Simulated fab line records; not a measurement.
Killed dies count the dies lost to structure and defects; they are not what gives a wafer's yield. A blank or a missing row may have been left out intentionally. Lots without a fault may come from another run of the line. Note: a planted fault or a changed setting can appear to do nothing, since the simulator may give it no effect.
What tool caused it? | flow gf180mcu | 12 lots with 36 wafers sampled at 3 steps, on a route of 602 steps

## WHAT EACH GAUGE READ, for each wafer
GF_HV_LDD_THK_MEAS_57.
lot  | measured     | on            | HV_LDD_CVD_56_THK (nm)
L144 | day 12 14:02 | film-metro-03 | 91.5 91.3 91.6
L146 | day 13 09:37 | film-metro-04 | 91.0 90.0 90.2
L147 | day 13 16:46 | film-metro-04 | 88.3 88.9 89.1
L150 | day 14 17:32 | film-metro-03 | 90.2 91.1 89.9
L151 | day 14 19:50 | film-metro-01 | 88.9 88.6 89.7
L152 | day 14 23:41 | film-metro-04 | 89.6 89.8 89.4
L155 | day 16 05:52 | film-metro-01 | 89.6 89.5 89.6
L158 | day 17 05:01 | film-metro-03 | 138.4 138.7 138.0 138.4 138.9 137.8
L159 | day 17 12:10 | film-metro-01 | 90.1 89.9 89.6
L160 | day 17 19:54 | film-metro-04 | 138.7 138.4 138.2 138.7 138.3 138.1
L166 | day 20 04:56 | film-metro-01 | 87.9 87.5 87.6
L167 | day 20 13:55 | film-metro-03 | 89.7 89.7 90.1

GF_V2_BOW_MEAS_05.
lot  | measured     | on            | V2_BOW (um)
L144 | day 19 06:33 | film-metro-01 | 115 102 98
L146 | day 20 06:22 | film-metro-03 | 101 101 95
L147 | day 20 16:55 | film-metro-04 | 108 112 90
L150 | day 21 20:20 | film-metro-04 | 90 105 104
L151 | day 22 00:09 | film-metro-01 | 85 77 83
L152 | day 22 04:48 | film-metro-04 | 82 87 86
L155 | day 23 11:58 | film-metro-03 | 93 114 105
L159 | day 24 15:42 | film-metro-01 | 99 99 93
L166 | day 27 03:18 | film-metro-01 | 94 83 93
L167 | day 27 08:21 | film-metro-03 | 109 96 104

## WHICH TOOL RAN EACH LOT (tool, then ch and the chambers of the sampled wafers, then the start)
lot  | GF_HV_LDD_CVD_56
L144 | lpcvd-01 ch 1, day 12 11:52
L146 | lpcvd-01 ch 0, day 13 07:28
L147 | lpcvd-01 ch 0, day 13 15:20
L150 | lpcvd-01 ch 0, day 14 15:24
L151 | lpcvd-01 ch 1, day 14 17:41
L152 | lpcvd-02 ch 0, day 14 22:15
L155 | lpcvd-01 ch 0, day 16 04:25
L158 | lpcvd-02 ch 1, day 17 03:35
L159 | lpcvd-01 ch 0, day 17 10:44
L160 | lpcvd-02 ch 1, day 17 18:28
L166 | lpcvd-01 ch 0, day 20 03:31
L167 | lpcvd-02 ch 0, day 20 12:28
- GF_HV_LDD_CVD_56: deposits Si3N4 from DCS/NH3, target thk 90 nm, time 1543 s.

## WHAT THE TOOLS THEMSELVES READ (means of the sampled wafers that have a number; where no wafer has one, the mark that the record gives instead)
GF_HV_LDD_CVD_56.
lot  | tool     | pressure-mtorr (mTorr) | spike-tc-bottom-C (C) | spike-tc-centre-C (C) | spike-tc-lower-C (C) | spike-tc-top-C (C) | spike-tc-upper-C (C) | zone-power-top-pct (%)
L144 | lpcvd-01 | 249.8                  | 792.5                 | 769.1                 | 770.1                | 786.3              | 769.8                | 20.8
L146 | lpcvd-01 | 250.7                  | 788.7                 | 771.8                 | 769.2                | 786.5              | 769.8                | 26.0
L147 | lpcvd-01 | 250.1                  | 788.6                 | 771.2                 | 769.3                | 786.6              | 770.3                | 25.9
L150 | lpcvd-01 | 251.0                  | 788.7                 | 771.8                 | 769.2                | 786.9              | 769.8                | 26.0
L151 | lpcvd-01 | 249.4                  | 791.6                 | 768.0                 | 769.8                | 784.2              | 770.2                | 20.8
L152 | lpcvd-02 | 249.5                  | 788.5                 | 771.0                 | 769.9                | 783.2              | 768.8                | 24.9
L155 | lpcvd-01 | 250.1                  | 789.8                 | 772.0                 | 768.3                | 786.5              | 770.6                | 25.8
L158 | lpcvd-02 | 250.2                  | 810.0                 | 792.6                 | 793.3                | 804.4              | 793.5                | 24.9
L159 | lpcvd-01 | 249.9                  | 791.0                 | 770.0                 | 769.9                | 787.0              | 769.2                | 25.9
L160 | lpcvd-02 | 250.2                  | 809.5                 | 792.2                 | 791.4                | 804.4              | 793.6                | 24.8
L166 | lpcvd-01 | 250.3                  | 789.9                 | 771.4                 | 769.6                | 787.5              | 767.5                | 25.7
L167 | lpcvd-02 | 248.8                  | 788.9                 | 769.9                 | 769.8                | 783.3              | 770.2                | 24.8

## THE ANSWER, worked out from the rows above alone
Rule: the usual values come from the lots themselves. Put in order of their means at a reading, lots are off if they are a third of the lots or fewer, leave a main group of 4 or more, and stand apart from it by a gap of 3 or more times the standard deviation of the main group's means; of several such gaps the widest counts. Not used: any main group whose means are identical at the precision the tables above print for the reading. A lot without any number at a reading at which 4 lots or more have one is off too. Where the step has rows for the other lots, those lots are counted as sound. Order of review: gauges by route order, followed by the tools' own readings, for which a lot's mean as printed above is used. At the first step where some lot is off, the reading lying furthest off is the one used; lots without a number count as furthest.
Off: L158, L160, at GF_HV_LDD_THK_MEAS_57 (HV_LDD_CVD_56_THK). The main group: mean 89.7 nm, standard deviation 0.98.
If a tool, at a process step before that reading, ran all the lots that are off and no sound lot after the first of them, it fits. The gauges at GF_HV_LDD_THK_MEAS_57 aren't tried: what is off there is off at GF_HV_LDD_CVD_56 too, on other tools, and a gauge's error can't cause that. None of those tried fits.

## WHAT WAS PUT IN BY THE SIMULATOR
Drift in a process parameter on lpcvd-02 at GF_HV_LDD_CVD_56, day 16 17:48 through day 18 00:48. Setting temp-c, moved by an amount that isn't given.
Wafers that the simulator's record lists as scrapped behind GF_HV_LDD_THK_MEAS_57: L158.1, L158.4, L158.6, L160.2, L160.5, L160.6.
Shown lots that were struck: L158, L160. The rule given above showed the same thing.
